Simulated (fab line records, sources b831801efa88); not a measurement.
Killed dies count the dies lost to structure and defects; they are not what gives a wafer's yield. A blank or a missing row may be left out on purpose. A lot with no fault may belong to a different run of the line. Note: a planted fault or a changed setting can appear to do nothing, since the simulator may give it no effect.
What tool caused it? -- flow sky130 -- 6 lots, 18 wafers sampled, at 1 step of a route of 708

## WHAT THE GAUGES READ, wafer by wafer
SKY_FIELD_ISO_BOW_MEAS_00.
lot,measured,on,INCOMING_BOW (um)
L637,day 1 20:00,film_metro-03,-10 0 4
L639,day 2 06:00,film_metro-02,1 -6 0
L641,day 2 16:00,film_metro-01,11 6 -11
L645,day 3 12:01,film_metro-02,3 0 -2
L651,day 4 18:00,film_metro-01,0 1 -6
L657,day 6 00:02,film_metro-02,4 -3 -1

## TOOL THAT RAN EACH LOT (tool first, then ch and the chambers of the sampled wafers, then the start)
Record: no process step prior to these readings.

## THE ANSWER, worked out from the rows above alone
Rule: the lots themselves supply what counts as usual. The widest of any qualifying gaps counts: lots, ordered by their means at a reading, are off when they make up no more than a third of the lots, leave a main group of 4 or more, and stand apart from it by 3 or more times the standard deviation of that group's means. Not used: any main group whose means are identical at the precision the tables above print for the reading. A lot without any number at a reading at which 4 lots or more have one is off too. Where the step has rows for the other lots, those lots are counted as sound.
Across all readings shown, no lot is off: no conclusion can be drawn from this.

## WHAT THE SIMULATOR HAD INSERTED
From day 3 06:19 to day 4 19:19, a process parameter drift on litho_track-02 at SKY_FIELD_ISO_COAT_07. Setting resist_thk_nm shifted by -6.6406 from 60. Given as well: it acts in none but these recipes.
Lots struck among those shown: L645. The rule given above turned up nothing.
